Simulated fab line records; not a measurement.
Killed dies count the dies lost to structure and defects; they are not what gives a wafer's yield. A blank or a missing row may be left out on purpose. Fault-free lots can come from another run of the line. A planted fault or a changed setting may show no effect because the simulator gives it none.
Comparing a struck lot with a sound one    flow gf180mcu    16 out of 602 route steps
Sound: the wafers L671.3, L671.5, L671.6. Wafers struck: L679.1, L679.2, L679.4. The cause is given at the end.
Per side, at each step with rows, come the tool, then ch with its chambers, and then its first start. Under that, the readings that differ: sound wafers    struck wafers    difference of the means    sigmas: that difference in standard deviations of wafers without a fault.
alike: words and numbers the same on both sides, and readings whose means are apart by under 2 such deviations; not compared: readings that were withheld, readings missing a value for some wafer, numbers with overlapping values and no deviation given by the record, and bounds like >300 which may hide the same value.
Wherever a step has rows on one side only, a row that says differs or no value, or a row with sigmas, the two part there. Non-overlapping numbers with no deviation appear without sigmas and do not part them. A reading missing from all wafers of one side parts the sides only when that side holds two or more wafers.

first, 1 step without rows for these wafers: GF_HV_LDD_IMPLANT_36.
GF_HV_LDD_STRIP_37: strips in O2/N2.
  sound on plasma-asher-01 ch 0,1, day 12 12:17; struck on plasma-asher-01 ch 0,1, day 15 19:55
  alike: drypump-motor-current-A, heater-power-w, o2-flow-sccm, oes-product-au, strip-time-to-endpoint-s
  not compared: rf-hours-counter-h
GF_HV_LDD_TW_MEAS_38:
  sound: film-metro-02 at day 12 12:23; struck: film-metro-01 at day 15 20:01
  alike: HV_LDD_3_TW
then, 7 steps without rows for these wafers: GF_HV_LDD_DEHYDRATE_39 (time 60 s); GF_HV_LDD_HMDS_40 (prime time 60 s); GF_HV_LDD_COAT_41 (resist thk 1000 nm); GF_HV_LDD_SOFTBAKE_42 (time 60 s); GF_HV_LDD_EXPOSE_43 (exposes mask Pplus HV AREA, target cd 400 nm); GF_HV_LDD_PEB_44; GF_HV_LDD_DEVELOP_45 (develop time 60 s).
GF_HV_LDD_CD_MEAS_46: target cd 400 nm.
  sound: cd-sem-02 at day 13 07:36; struck: cd-sem-02 at day 16 18:18
  alike: cd-nm
GF_HV_LDD_OVL_MEAS_47:
  sound: overlay-02 at day 13 07:42; struck: overlay-01 at day 16 18:25
reading             sound          struck          difference  sigmas
HV_LDD_03_OVL (nm)  -0.1 -0.1 2.8  -3.3 -2.5 -2.3  -3.6        -2
GF_HV_LDD_IMPLANT_48:
  struck on implanter-01, day 16 18:28; sound on implanter-03 ch 0, day 13 07:46
  no value came back on the struck wafers for beam-energy-keV, beam-on-s (s), faraday-current-uA, tilt-deg (degrees); on the sound wafers beam-energy-keV reads 24.989 24.993 25.008
GF_HV_LDD_STRIP_49: strips in O2/N2.
  sound on plasma-asher-02 ch 0,1, day 13 07:55; struck on plasma-asher-01 ch 0,1, day 16 18:37
  alike: drypump-motor-current-A, heater-power-w, o2-flow-sccm, oes-product-au, strip-time-to-endpoint-s
  not compared: rf-hours-counter-h
GF_HV_LDD_TW_MEAS_50:
  sound: film-metro-01 at day 13 07:59; struck: film-metro-02 at day 16 18:43
reading      sound        struck    difference  sigmas
HV_LDD_4_TW  566 568 571  30 29 30  -539        -99 or more
then, 1 step without rows for these wafers: GF_HV_LDD_CLEAN_51 (cleans in SC1/SC2, time 150 s).

WHERE THEY PART
Last at GF_HV_LDD_TW_MEAS_50 as far as this record goes, first at GF_HV_LDD_OVL_MEAS_47.

WHY: whatever the simulator had introduced
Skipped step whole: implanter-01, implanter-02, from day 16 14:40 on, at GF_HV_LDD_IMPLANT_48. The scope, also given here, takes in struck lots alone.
